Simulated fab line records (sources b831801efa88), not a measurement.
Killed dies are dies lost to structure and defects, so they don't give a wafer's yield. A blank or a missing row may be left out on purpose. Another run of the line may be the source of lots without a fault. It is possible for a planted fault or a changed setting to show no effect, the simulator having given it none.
Struck lot and sound lot, side by side -- flow gf180mcu -- 16 out of 602 route steps
Sound: the wafers L222.3, L222.4, L222.6. Struck: wafers L227.3, L227.4, L227.6. The cause is given at the end.
Order at every step that has rows: each side's tool, ch and its chambers, its first start. Under that, the readings that differ: sound wafers -- struck wafers -- difference of the means -- sigmas: that difference in standard deviations of wafers without a fault.
alike: readings whose means differ by less than 2 such deviations, and words and numbers that are the same on both sides. not compared: withheld readings, readings that some wafer has no value for, bounds like >300 that may hide the same value, and numbers for which the record gives no deviation and whose values overlap.
The two part at a step that has a row with sigmas, a row that says differs or no value, or rows on one side only. When numbers do not overlap yet have no deviation, they are printed without sigmas and do not part them. A reading that every wafer of one side lacks parts them only if that side has two wafers or more.

first, 3 steps without rows for these wafers: GF_MVSD_EXPOSE_04 (exposes mask MVSD, target cd 1000 nm); GF_MVSD_PEB_05; GF_MVSD_DEVELOP_06 (develop time 60 s).
GF_MVSD_OVL_MEAS_07:
  sound on overlay-02, day 5 22:59; struck on overlay-01, day 7 00:15
  alike: MVSD_OVL
then, 2 steps without rows for these wafers: GF_MVSD_IMPLANT_08; GF_MVSD_IMPLANT_09.
GF_MVSD_STRIP_10: strips in O2/N2.
  sound on plasma-asher-01 ch 0,1, day 5 23:20; struck on plasma-asher-04 ch 0,1, day 7 00:37
reading,sound,struck,difference,sigmas
strip-time-to-endpoint-s (s),36.85 36.85 36.73,37.09 37.17 37.13,+0.32,+3
  alike: drypump-motor-current-A, heater-power-w, oes-product-au
  not compared: rf-hours-counter-h
GF_MVSD_TW_MEAS_11:
  sound on film-metro-01, day 5 23:25; struck on film-metro-01, day 7 00:42
  alike: MVSD_TW
then, 4 steps without rows for these wafers: GF_MVPSD_DEHYDRATE_00 (time 60 s); GF_MVPSD_HMDS_01 (prime time 60 s); GF_MVPSD_COAT_02 (resist thk 3000 nm); GF_MVPSD_SOFTBAKE_03.
GF_MVPSD_EXPOSE_04: exposes mask MVPSD, target cd 1000 nm.
  sound on iline-stepper-01 ch 0, day 6 06:36; struck on iline-stepper-02 ch 0, day 7 09:02
reading,sound,struck,difference,sigmas
model.MVPSD.overlay-x-nm (nm),0.314 0.314 0.314,232.3 232.3 232.3,+232.0,
  alike: mask
then, 2 steps without rows for these wafers: GF_MVPSD_PEB_05; GF_MVPSD_DEVELOP_06 (develop time 60 s).
GF_MVPSD_OVL_MEAS_07:
  sound on overlay-02, day 6 14:00; struck on overlay-02, day 7 16:56
reading,sound,struck,difference,sigmas
MVPSD_OVL (nm),2.1 2.6 1.9,233.5 233.7 234.3,+231.6,+99 or more
  not compared: hold

== WHERE THEY PART ==
Last at GF_MVPSD_OVL_MEAS_07 as far as this record goes, first at GF_MVSD_STRIP_10.

WHY: whatever the simulator had introduced
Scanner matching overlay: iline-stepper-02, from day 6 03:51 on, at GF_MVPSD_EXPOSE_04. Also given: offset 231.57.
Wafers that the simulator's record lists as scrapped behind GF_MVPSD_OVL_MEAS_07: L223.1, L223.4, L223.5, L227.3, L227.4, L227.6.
